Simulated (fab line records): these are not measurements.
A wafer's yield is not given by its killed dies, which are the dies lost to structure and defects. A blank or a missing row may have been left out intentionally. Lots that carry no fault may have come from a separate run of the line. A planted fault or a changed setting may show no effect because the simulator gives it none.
fab line records | flow sky130
[record] lots = 24 wafers = 72 lastDay = 50
route steps=708 shown GATE_OXIDE@200 POLY_GATE@228 CONTACT@420 METAL3@566 PASSIVATION@684
lots with no fault: from the same line, run without faults
startH: start of the lot's first displayed wafer, in hours after the record's first day | waitH: time in hours since the lot's previous step | " as in the row above | L1.1+2: a row that stands for several wafers | - either no value or no given start | * or withheld: withheld | < > ~ a bound
route shown NAME@n: a module of which the file shows steps, and the number in the route of the first | usual: average and standard deviation across the fault-free wafers | same: alike in all rows | chamber/n: place in a boat | sites: the reading at each site | _std_site: how widely they spread, as a standard deviation | _edge_site: the outer-site mean with the inner-site mean subtracted | radiusMm: how far each site lies from the wafer's centre | mask NAME#n: copy n | behind: the most recent tool/chamber to have shaped the wafer | hold: why the lot went on hold/how many hours it stayed there/how the hold came to an end | device: transistor that didn't switch, given as n, p or np | end of line: the same wafers' tests at the end of the route | a step without rows: its recipe alone | killed: count of dies lost to structure and defects at first sort (not the wafer's yield) | map: dies across one wafer; x = killed, . = not, _ = none there
set.NAME: setting as actually run; set.NAME@STEP: the setting as run at that earlier step | model.NAME: the simulator's own value behind a step, which no gauge read
the route's steps for a sample of lots (tables are steps, rows are wafers)
services: from which hour (startH, from the record's first day; less than 0 if before it) a tool's chamber was out of use, for how many hours, and why
[[steps]]
[step SKY_GATE_OXIDE_STRIP_13]
[recipe] chemistry = O2/N2 powerW = 1400 pressureMtorr = 1500 platenTempC = withheld o2FlowSccm = 3000 n2FlowSccm = 300 overashFraction = 0.5
[usual] drypumpMotorCurrentA = 6.2/0.47 oesProductAu = 0.716/0.0045 stripTimeToEndpointS = 14.20/0.042
// columns lot.wafer tool chamber startH waitH drypumpMotorCurrentA oesProductAu rfHoursCounterH stripTimeToEndpointS
L074.2 plasmaAsher-03 0 302.13 0.0 6.4 0.709 63 14.20
L074.3 " 0 " " 6.4 0.709 - 14.19
L074.6 " 1 " " 6.4 0.723 - 14.20
L075.2 plasmaAsher-03 0 319.27 0.0 6.4 0.714 65 14.20
L075.3 " 0 " " 6.4 0.718 - 14.21
L075.6 " 0 " " 6.4 0.711 - 14.18
L076.1 plasmaAsher-04 1 324.57 0.0 6.7 0.721 64 14.12
L076.5 " 1 " " 6.6 0.718 - 14.17
L076.6 " 0 " " 5.4 0.719 - 14.23
L077.2 plasmaAsher-04 0 326.38 0.0 5.4 0.720 64 14.24
L077.4 " 0 " " 5.3 0.713 - 14.18
L077.6 " 0 " " 5.4 0.719 - 14.19
L078.1 plasmaAsher-03 1 341.89 0.0 6.4 0.717 67 14.23
L078.3 " 1 " " 6.4 0.715 - 14.17
L078.5 " 0 " " 6.4 0.712 - 14.20
L079.2 plasmaAsher-03 1 351.02 0.0 6.4 0.717 68 14.26
L079.4 " 1 " " 6.4 0.717 - 14.31
L079.5 " 0 " " 6.4 0.715 - 14.25
L080.3 plasmaAsher-04 0 364.01 0.0 5.3 0.721 - 14.26
L080.4 " 1 " " 6.7 0.720 - 14.22
L080.5 " 1 " " 6.7 0.724 - 14.24
L081.3 plasmaAsher-04 1 369.41 0.0 6.7 0.711 - 14.10
L081.4 " 0 " " 5.3 0.719 - 14.10
L081.5 " 0 " " 5.4 0.713 - 14.13
L082.4 plasmaAsher-03 0 376.91 0.0 6.4 0.720 - 14.24
L082.5 " 0 " " 6.4 0.720 - 14.26
L082.6 " 1 " " 6.4 0.716 - 14.20
L083.1 plasmaAsher-04 0 380.22 0.0 5.4 0.714 69 14.25
L083.5 " 0 " " 5.4 0.727 - 14.22
L083.6 " 1 " " 6.7 0.720 - 14.23
L084.3 plasmaAsher-04 1 389.91 0.0 6.7 0.714 - 14.24
L084.5 " 0 " " 5.4 0.717 - 14.21
L084.6 " 1 " " 6.7 0.707 - 14.19
L085.1 plasmaAsher-04 1 399.68 0.0 6.7 0.717 71 14.25
L085.2 " 0 " " 5.4 0.715 71 14.24
L085.4 " 1 " " 6.7 0.718 - 14.21
L086.3 plasmaAsher-03 0 407.26 0.0 6.4 0.721 - 14.20
L086.4 " 1 " " 6.4 0.708 - 14.22
L086.5 " 1 " " 6.4 0.712 - 14.21
L087.1 plasmaAsher-03 1 418.62 0.0 6.4 0.713 75 14.20
L087.2 " 0 " " 6.4 0.708 75 14.20
L087.3 " 1 " " 6.4 0.719 - 14.21
L088.3 plasmaAsher-01 0 423.27 0.0 6.0 0.718 - 14.17
L088.4 " 1 " " 5.6 0.711 - 14.21
L088.6 " 1 " " 5.6 0.722 - 14.13
L089.3 plasmaAsher-04 1 435.26 0.0 6.7 0.711 - 14.25
L089.4 " 0 " " 5.4 0.707 - 14.27
L089.5 " 0 " " 5.4 0.712 - 14.20
L090.4 plasmaAsher-03 1 451.76 0.0 6.4 0.713 - 14.22
L090.5 " 0 " " 6.4 0.716 - 14.16
L090.6 " 1 " " 6.4 0.719 - 14.18
L091.1 plasmaAsher-03 1 456.83 0.0 6.4 0.725 3 14.21
L091.3 " 1 " " 6.4 0.715 - 14.21
L091.5 " 1 " " 6.4 0.719 - 14.23
L092.1 plasmaAsher-04 0 461.33 0.0 5.4 0.711 78 14.23
L092.3 " 0 " " 5.4 0.717 - 14.26
L092.5 " 0 " " 5.4 0.718 - 14.20
L093.3 plasmaAsher-01 0 471.00 0.0 5.9 0.717 - 14.27
L093.5 " 0 " " 6.0 0.721 - 14.22
L093.6 " 1 " " 5.6 0.717 - 14.25
L094.1 plasmaAsher-03 0 479.97 0.0 6.4 0.709 5 14.10
L094.2 " 1 " " 6.4 0.711 5 14.12
L094.3 " 0 " " 6.4 0.715 - 14.13
L095.3 plasmaAsher-03 1 487.46 0.0 6.4 0.716 - 14.23
L095.4 " 0 " " 6.4 0.716 - 14.22
L095.5 " 0 " " 6.4 0.714 - 14.20
L096.1 plasmaAsher-03 1 492.32 0.0 6.4 0.712 7 14.24
L096.3 " 0 " " 6.4 0.718 - 14.21
L096.6 " 0 " " 6.4 0.712 - 14.20
L097.1 plasmaAsher-01 1 517.02 0.0 5.6 0.716 63 14.10
L097.2 " 0 " " 6.0 0.712 63 14.16
L097.4 " 0 " " 6.0 0.715 - 14.13
[step SKY_POLY_GATE_OVL_MEAS_14]
[usual] POLY_GATE_OVL = -1/5.3
// columns lot.wafer tool chamber startH waitH POLY_GATE_OVL[nm]
L074.2 overlay-02 - 363.02 0.1 -3
L074.3 " - " " 1
L074.6 " - " " -5
L075.2 overlay-02 - 380.11 0.1 2
L075.3 " - " " 1
L075.6 " - " " 5
L076.1 overlay-02 - 384.40 0.1 -3
L076.5 " - " " 3
L076.6 " - " " -4
L077.2 overlay-01 - 389.61 0.1 -12
L077.4 " - " " -10
L077.6 " - " " -10
L078.1 overlay-02 - 407.61 0.1 -5
L078.3 " - " " -4
L078.5 " - " " -1
L079.2 overlay-02 - 415.42 0.1 1
L079.4 " - " " -5
L079.5 " - " " -1
L080.3 overlay-02 - 428.37 0.1 6
L080.4 " - " " 4
L080.5 " - " " -7
L081.3 overlay-02 - 435.13 0.1 -10
L081.4 " - " " -6
L081.5 " - " " -6
L082.4 overlay-01 - 442.62 0.1 -7
L082.5 " - " " -8
L082.6 " - " " 0
L083.1 overlay-01 - 449.21 0.1 -3
L083.5 " - " " -6
L083.6 " - " " 2
L084.3 overlay-02 - 456.37 0.1 6
L084.5 " - " " 7
L084.6 " - " " 8
L085.1 overlay-01 - 466.80 0.1 -2
L085.2 " - " " -1
L085.4 " - " " -6
L086.3 overlay-01 - 476.92 0.1 2
L086.4 " - " " -5
L086.5 " - " " 3
L087.1 overlay-02 - 486.51 0.1 -6
L087.2 " - " " 1
L087.3 " - " " -2
L088.3 overlay-02 - 491.11 0.1 0
L088.4 " - " " -1
L088.6 " - " " 2
L089.3 overlay-02 - 502.41 0.1 -2
L089.4 " - " " -2
L089.5 " - " " 2
L090.4 overlay-02 - 520.03 0.1 10
L090.5 " - " " -6
L090.6 " - " " -1
L091.1 overlay-01 - 524.15 0.1 9
L091.3 " - " " 5
L091.5 " - " " 8
L092.1 overlay-02 - 529.15 0.1 6
L092.3 " - " " 0
L092.5 " - " " 2
L093.3 overlay-02 - 537.01 0.1 -1
L093.5 " - " " -7
L093.6 " - " " -2
L094.1 overlay-01 - 545.10 0.1 -8
L094.2 " - " " -5
L094.3 " - " " -3
L095.3 overlay-02 - 557.32 0.1 5
L095.4 " - " " -4
L095.5 " - " " -10
L096.1 overlay-01 - 562.40 0.1 -1
L096.3 " - " " 8
L096.6 " - " " -9
L097.1 overlay-02 - 582.46 0.1 1
L097.2 " - " " -4
L097.4 " - " " -6
[step SKY_CONTACT_CD_MEAS_14]
[recipe] targetCdNm = 170
[usual] cdNm = 170.6/1.4
// columns lot.wafer tool chamber startH waitH cdNm
L074.2 cdSem-01 - 732.65 - 173.3
L074.3 " - " " 172.0
L074.6 " - " " 173.2
L075.2 cdSem-02 - 745.93 - 171.2
L075.3 " - " " 170.0
L075.6 " - " " 169.9
L076.1 cdSem-02 - 751.03 - 172.2
L076.5 " - " " 170.7
L076.6 " - " " 172.9
L077.2 cdSem-02 - 753.20 - 172.2
L077.4 " - " " 171.7
L077.6 " - " " 173.5
L078.1 cdSem-01 - 773.73 - 171.0
L078.3 " - " " 170.3
L078.5 " - " " 170.8
L079.2 cdSem-01 - 776.66 - 170.8
L079.4 " - " " 171.9
L079.5 " - " " 170.8
L080.3 cdSem-01 - 785.48 - 172.6
L080.4 " - " " 170.6
L080.5 " - " " 170.5
L081.3 cdSem-01 - 797.32 - 168.6
L081.4 " - " " 166.4
L081.5 " - " " 168.8
L082.4 cdSem-02 - 801.70 - 170.2
L082.5 " - " " 170.2
L082.6 " - " " 171.0
L083.1 cdSem-02 - 805.19 - 169.1
L083.5 " - " " 170.6
L083.6 " - " " 170.6
L084.3 cdSem-02 - 812.23 - 170.3
L084.5 " - " " 169.5
L084.6 " - " " 169.5
L085.1 cdSem-02 - 821.53 - 170.0
L085.2 " - " " 169.2
L085.4 " - " " 169.2
L086.3 cdSem-02 - 825.42 - 169.7
L086.4 " - " " 170.4
L086.5 " - " " 171.4
L087.1 cdSem-02 - 837.78 - 168.7
L087.2 " - " " 168.6
L087.3 " - " " 168.4
L088.3 cdSem-02 - 842.68 - 171.6
L088.4 " - " " 170.0
L088.6 " - " " 171.0
L089.3 cdSem-02 - 850.29 - 171.0
L089.4 " - " " 170.3
L089.5 " - " " 170.8
L090.4 cdSem-02 - 865.27 - 171.5
L090.5 " - " " 170.2
L090.6 " - " " 171.5
L091.1 cdSem-02 - 869.53 - 171.2
L091.3 " - " " 171.8
L091.5 " - " " 171.7
L092.1 cdSem-02 - 871.51 - 170.4
L092.3 " - " " 170.1
L092.5 " - " " 171.1
L093.3 cdSem-02 - 882.27 - 172.8
L093.5 " - " " 172.7
L093.6 " - " " 173.2
L094.1 cdSem-01 - 888.73 - 168.8
L094.2 " - " " 170.6
L094.3 " - " " 171.0
L095.3 cdSem-01 - 894.92 - 169.9
L095.4 " - " " 170.3
L095.5 " - " " 169.1
L096.1 cdSem-01 - 900.83 - 167.8
L096.3 " - " " 168.3
L096.6 " - " " 169.1
L097.1 cdSem-02 - 921.74 - 168.3
L097.2 " - " " 169.4
L097.4 " - " " 169.6
[step SKY_METAL3_ETCH_16]
[recipe] chemistry = N2/H2 target = BARC ionEnergyEv = 200 biasW = 100 pressureMtorr = 30 n2FlowSccm = 100 h2FlowSccm = 200 icpW = 500 stopOn = SiO2 timeS = 88.2 targetDepthA = 600
[usual] drypumpMotorCurrentA = 5.84/0.26 oesProductAu = 0.625/0.0046 rfFwdPowerW = 496.6/2 throttleValvePct = 13.206/0.0086
// columns lot.wafer tool chamber startH waitH drypumpMotorCurrentA oesProductAu rfFwdPowerW rfHoursCounterH throttleValvePct
L074.2 rieMetal-03 0 898.08 0.0 6.08 0.624 494.2 17 13.215
L074.3 " 1 " " 6.06 0.614 497.7 - 13.182
L074.6 " 1 " " 6.05 0.628 496.9 - 13.215
L075.2 rieMetal-03 1 910.79 0.0 6.02 0.630 501.2 5 13.207
L075.3 " 0 " " 6.07 0.626 495.9 - 13.203
L075.6 " 1 " " 6.03 0.630 498.2 - 13.224
L076.1 rieMetal-03 0 915.87 0.0 6.08 0.617 492.9 18 13.197
L076.5 " 0 " " 6.07 0.626 494.1 - 13.205
L076.6 " 1 " " 6.01 0.629 496.7 - 13.218
L077.2 rieMetal-01 0 917.27 0.0 6.00 0.626 497.9 2 13.200
L077.4 " 0 " " 5.97 0.618 495.8 - 13.223
L077.6 " 1 " " 5.38 0.625 495.4 - 13.193
L078.1 rieMetal-02 1 936.67 0.0 5.65 0.617 498.2 5 13.203
L078.3 " 0 " " 5.50 0.620 497.4 - 13.190
L078.5 " 0 " " 5.53 0.624 496.0 - 13.212
L079.2 rieMetal-03 0 939.86 0.1 6.09 0.622 492.1 - 13.188
L079.4 " 0 " " 6.09 0.623 493.7 - 13.213
L079.5 " 0 " " 6.08 0.632 491.3 - 13.215
L080.3 rieMetal-01 0 945.56 0.0 6.00 0.625 500.6 - 13.224
L080.4 " 1 " " 5.38 0.621 497.0 - 13.206
L080.5 " 1 " " 5.37 0.635 495.4 - 13.208
L081.3 rieMetal-01 0 958.01 0.0 5.99 0.626 501.0 - 13.193
L081.4 " 1 " " 5.39 0.625 496.0 - 13.217
L081.5 " 0 " " 5.98 0.619 498.0 - 13.201
L082.4 rieMetal-03 0 963.75 0.1 6.08 0.628 495.6 - 13.210
L082.5 " 0 " " 6.08 0.622 493.9 - 13.215
L082.6 " 0 " " 6.09 0.625 496.5 - 13.192
L083.1 rieMetal-03 0 966.28 0.0 6.07 0.616 494.8 22 13.210
L083.5 " 1 " " 6.01 0.629 496.4 - 13.203
L083.6 " 0 " " 6.09 0.625 494.9 - 13.211
L084.3 rieMetal-02 1 971.42 0.0 5.71 0.624 498.9 - 13.208
L084.5 " 1 " " 5.67 0.626 497.5 - 13.194
L084.6 " 0 " " 5.52 0.624 497.2 - 13.202
L085.1 rieMetal-03 1 980.13 0.0 6.05 0.622 495.4 7 13.201
L085.2 " 0 " " 6.07 0.630 494.7 22 13.194
L085.4 " 0 " " 6.08 0.625 494.3 - 13.207
L086.3 rieMetal-02 0 985.21 0.0 5.53 0.631 496.0 - 13.224
L086.4 " 1 " " 5.66 0.626 494.7 - 13.205
L086.5 " 1 " " 5.67 0.629 494.7 - 13.209
L087.1 rieMetal-01 0 993.63 0.0 5.98 0.619 497.8 6 13.211
L087.2 " 1 " " 5.39 0.628 495.3 22 13.207
L087.3 " 0 " " 6.00 0.626 495.5 - 13.208
L088.3 rieMetal-03 0 998.18 0.1 6.08 0.628 496.0 - 13.195
L088.4 " 0 " " 6.10 0.619 496.4 - 13.228
L088.6 " 0 " " 6.09 0.622 496.5 - 13.210
L089.3 rieMetal-02 1 1006.46 0.0 5.69 0.625 500.1 - 13.209
L089.4 " 0 " " 5.51 0.627 494.9 - 13.204
L089.5 " 1 " " 5.66 0.617 499.4 - 13.218
L090.4 rieMetal-02 0 1020.86 0.0 5.48 0.629 496.2 - 13.209
L090.5 " 0 " " 5.53 0.617 495.9 - 13.205
L090.6 " 1 " " 5.70 0.623 498.4 - 13.213
L091.1 rieMetal-03 1 1022.76 0.1 6.02 0.630 495.9 9 13.206
L091.3 " 1 " " 6.04 0.630 498.3 - 13.209
L091.5 " 1 " " 6.04 0.624 496.8 - 13.206
L092.1 rieMetal-03 1 1025.61 0.1 6.03 0.630 498.2 9 13.212
L092.3 " 1 " " 6.01 0.631 496.7 - 13.201
L092.5 " 1 " " 6.02 0.627 500.2 - 13.202
L093.3 rieMetal-03 1 1034.12 0.1 6.05 0.625 497.7 - 13.216
L093.5 " 1 " " 6.04 0.626 496.9 - 13.213
L093.6 " 1 " " 6.04 0.624 498.2 - 13.216
L094.1 rieMetal-02 0 1042.17 0.0 5.52 0.631 495.9 22 13.203
L094.2 " 1 " " 5.69 0.623 495.7 11 13.198
L094.3 " 1 " " 5.71 0.622 496.3 - 13.202
L095.3 rieMetal-03 1 1046.91 0.0 6.04 0.624 498.2 - 13.204
L095.4 " 0 " " 6.07 0.626 493.3 - 13.204
L095.5 " 1 " " 6.05 0.625 500.7 - 13.199
L096.1 rieMetal-02 0 1054.78 0.0 5.52 0.617 497.3 23 13.195
L096.3 " 1 " " 5.67 0.625 497.7 - 13.202
L096.6 " 1 " " 5.68 0.625 496.6 - 13.203
L097.1 rieMetal-02 1 1068.33 0.0 5.67 0.630 501.3 13 13.214
L097.2 " 0 " " 5.53 0.626 497.3 24 13.209
L097.4 " 0 " " 5.52 0.626 496.0 - 13.201
[step SKY_METAL3_STRIP_19]
[recipe] chemistry = O2/N2 powerW = 1400 pressureMtorr = 1500 platenTempC = withheld o2FlowSccm = 3000 n2FlowSccm = 300 overashFraction = 0.5
[usual] drypumpMotorCurrentA = 6.0/0.45 oesProductAu = 0.503/0.0046 stripTimeToEndpointS = 6.54/0.06
// columns lot.wafer tool chamber startH waitH drypumpMotorCurrentA oesProductAu rfHoursCounterH stripTimeToEndpointS
L074.2 plasmaAsher-03 0 898.38 0.1 6.4 0.501 47 6.42
L074.3 " 0 " " 6.4 0.496 - 6.43
L074.6 " 0 " " 6.4 0.496 - 6.43
L075.2 plasmaAsher-01 1 911.09 0.1 5.6 0.494 103 6.41
L075.3 " 0 " " 6.0 0.494 - 6.47
L075.6 " 0 " " 6.0 0.499 - 6.44
L076.1 plasmaAsher-04 1 916.17 0.1 6.7 0.505 17 6.59
L076.5 " 1 " " 6.7 0.499 - 6.59
L076.6 " 0 " " 5.4 0.505 - 6.54
L077.2 plasmaAsher-04 1 917.57 0.1 6.7 0.496 17 6.54
L077.4 " 0 " " 5.4 0.503 - 6.62
L077.6 " 1 " " 6.7 0.504 - 6.55
L078.1 plasmaAsher-03 0 937.15 0.3 6.4 0.497 51 6.52
L078.3 " 1 " " 6.4 0.505 - 6.52
L078.5 " 0 " " 6.4 0.490 - 6.55
L079.2 plasmaAsher-01 0 940.22 0.1 6.0 0.502 107 6.60
L079.4 " 1 " " 5.6 0.506 - 6.69
L079.5 " 0 " " 6.0 0.507 - 6.59
L080.3 plasmaAsher-01 1 946.04 0.2 5.6 0.498 - 6.60
L080.4 " 0 " " 6.0 0.507 - 6.61
L080.5 " 0 " " 6.0 0.510 - 6.63
L081.3 plasmaAsher-03 0 958.30 0.1 6.4 0.509 - 6.64
L081.4 " 1 " " 6.4 0.499 - 6.48
L081.5 " 1 " " 6.4 0.506 - 6.60
L082.4 plasmaAsher-01 0 964.08 0.1 6.0 0.497 - 6.52
L082.5 " 1 " " 5.6 0.504 - 6.45
L082.6 " 0 " " 6.0 0.497 - 6.52
L083.1 plasmaAsher-04 1 966.58 0.1 6.7 0.496 20 6.46
L083.5 " 0 " " 5.4 0.503 - 6.51
L083.6 " 1 " " 6.7 0.502 - 6.55
L084.3 plasmaAsher-01 1 971.72 0.1 5.6 0.500 - 6.53
L084.5 " 1 " " 5.6 0.499 - 6.58
L084.6 " 0 " " 6.0 0.499 - 6.56
L085.1 plasmaAsher-01 1 980.43 0.1 5.6 0.503 111 6.52
L085.2 " 0 " " 6.0 0.503 111 6.53
L085.4 " 1 " " 5.6 0.502 - 6.55
L086.3 plasmaAsher-03 0 985.51 0.1 6.4 0.502 - 6.55
L086.4 " 1 " " 6.4 0.498 - 6.56
L086.5 " 0 " " 6.4 0.505 - 6.61
L087.1 plasmaAsher-03 1 993.93 0.1 6.4 0.508 58 6.64
L087.2 " 0 " " 6.4 0.500 58 6.56
L087.3 " 0 " " 6.4 0.506 - 6.63
L088.3 plasmaAsher-01 1 998.54 0.1 5.6 0.506 - 6.52
L088.4 " 0 " " 6.0 0.507 - 6.57
L088.6 " 0 " " 6.0 0.506 - 6.53
L089.3 plasmaAsher-01 1 1006.75 0.1 5.6 0.506 - 6.59
L089.4 " 0 " " 6.0 0.500 - 6.53
L089.5 " 0 " " 6.0 0.508 - 6.56
L090.4 plasmaAsher-04 0 1021.34 0.2 5.4 0.506 - 6.59
L090.5 " 0 " " 5.4 0.512 - 6.61
L090.6 " 1 " " 6.7 0.497 - 6.57
L091.1 plasmaAsher-01 0 1023.33 0.3 6.0 0.502 116 6.47
L091.3 " 1 " " 5.6 0.506 - 6.53
L091.5 " 1 " " 5.6 0.504 - 6.46
L092.1 plasmaAsher-04 1 1026.18 0.3 6.7 0.491 25 6.52
L092.3 " 1 " " 6.7 0.499 - 6.49
L092.5 " 1 " " 6.7 0.498 - 6.56
L093.3 plasmaAsher-04 0 1034.48 0.1 5.3 0.507 - 6.55
L093.5 " 1 " " 6.7 0.502 - 6.50
L093.6 " 0 " " 5.4 0.511 - 6.60
L094.1 plasmaAsher-04 1 1042.47 0.1 6.7 0.503 26 6.56
L094.2 " 0 " " 5.4 0.505 26 6.52
L094.3 " 0 " " 5.4 0.506 - 6.62
L095.3 plasmaAsher-01 1 1047.20 0.1 5.6 0.515 - 6.63
L095.4 " 0 " " 6.0 0.502 - 6.57
L095.5 " 1 " " 5.6 0.518 - 6.67
L096.1 plasmaAsher-03 0 1055.08 0.1 6.4 0.504 64 6.51
L096.3 " 0 " " 6.4 0.499 - 6.44
L096.6 " 0 " " 6.4 0.504 - 6.51
L097.1 plasmaAsher-03 0 1068.63 0.1 6.4 0.497 65 6.48
L097.2 " 1 " " 6.4 0.504 65 6.57
L097.4 " 1 " " 6.4 0.505 - 6.58
[step SKY_PASSIVATION_THK_MEAS_03]
[recipe] reads = Si3N4_of_PASSIVATION_CVD_02
[usual] PASSIVATION_CVD_02_THK = 538/6.2
// columns lot.wafer tool chamber startH waitH PASSIVATION_CVD_02_THK[nm]
L074.2 filmMetro-01 - 1025.56 - 539
L074.3 " - " " 535
L074.6 " - " " 549
L075.2 filmMetro-01 - 1036.32 - 541
L075.3 " - " " 532
L075.6 " - " " 547
L076.1 filmMetro-01 - 1043.35 - 537
L076.5 " - " " 544
L076.6 " - " " 536
L077.2 filmMetro-01 - 1044.16 - 533
L077.4 " - " " 536
L077.6 " - " " 538
L078.1 filmMetro-01 - 1060.15 - 534
L078.3 " - " " 532
L078.5 " - " " 536
L079.2 filmMetro-04 - 1065.07 - 533
L079.4 " - " " 540
L079.5 " - " " 539
L080.3 filmMetro-04 - 1068.21 - 532
L080.4 " - " " 545
L080.5 " - " " 548
L081.3 filmMetro-01 - 1078.82 - 539
L081.4 " - " " 547
L081.5 " - " " 537
L082.4 filmMetro-02 - 1084.06 - 546
L082.5 " - " " 543
L082.6 " - " " 551
L083.1 filmMetro-01 - 1086.71 - 530
L083.5 " - " " 550
L083.6 " - " " 551
L084.3 filmMetro-01 - 1090.45 - 532
L084.5 " - " " 544
L084.6 " - " " 541
L085.1 filmMetro-01 - 1097.75 - 527
L085.2 " - " " 539
L085.4 " - " " 537
L086.3 filmMetro-04 - 1100.71 - 540
L086.4 " - " " 541
L086.5 " - " " 547
L087.1 filmMetro-02 - 1110.60 - 535
L087.2 " - " " 535
L087.3 " - " " 526
L088.3 filmMetro-01 - 1114.26 - 536
L088.4 " - " " 540
L088.6 " - " " 538
L089.3 filmMetro-02 - 1119.47 - 529
L089.4 " - " " 537
L089.5 " - " " 540
L090.4 filmMetro-01 - 1133.18 - 536
L090.5 " - " " 548
L090.6 " - " " 537
L091.1 filmMetro-04 - 1134.81 - 531
L091.3 " - " " 527
L091.5 " - " " 537
L092.1 filmMetro-02 - 1137.34 - 534
L092.3 " - " " 534
L092.5 " - " " 547
L093.3 filmMetro-02 - 1144.69 - 542
L093.5 " - " " 544
L093.6 " - " " 551
L094.1 filmMetro-04 - 1149.47 - 531
L094.2 " - " " 533
L094.3 " - " " 534
L095.3 filmMetro-04 - 1154.84 - 534
L095.4 " - " " 534
L095.5 " - " " 541
L096.1 filmMetro-01 - 1159.40 - 530
L096.3 " - " " 537
L096.6 " - " " 543
L097.1 filmMetro-01 - 1171.96 - 536
L097.2 " - " " 537
L097.4 " - " " 549
[[services]]
// columns tool chamber startH hours kind
rieMetal-03 - 343.67 1.4 pm
plasmaAsher-01 - 344.45 15.6 pm
rieMetal-03 - 352.24 2.8 pm
plasmaAsher-04 - 353.77 3.3 repair
plasmaAsher-04 - 391.55 0.3 repair
plasmaAsher-01 - 415.47 2.5 repair
plasmaAsher-03 - 421.25 9.0 pm
plasmaAsher-01 - 440.53 14.6 pm
plasmaAsher-03 - 443.76 2.1 repair
plasmaAsher-04 - 456.77 1.7 repair
plasmaAsher-01 - 458.41 7.9 repair
plasmaAsher-04 - 478.29 0.9 repair
plasmaAsher-03 - 494.54 0.5 repair
plasmaAsher-04 - 543.83 2.8 pm
plasmaAsher-04 - 689.17 3.7 repair
plasmaAsher-04 - 720.81 1.5 repair
plasmaAsher-04 - 733.75 9.0 pm
plasmaAsher-03 - 824.98 3.7 repair
plasmaAsher-04 - 886.61 0.6 repair
plasmaAsher-04 - 910.85 0.7 repair
plasmaAsher-04 - 926.31 28.1 pm
plasmaAsher-04 - 991.30 8.7 repair
plasmaAsher-01 - 1002.24 2.8 pm
plasmaAsher-01 - 1055.25 9.0 pm
[[key]]
fault none
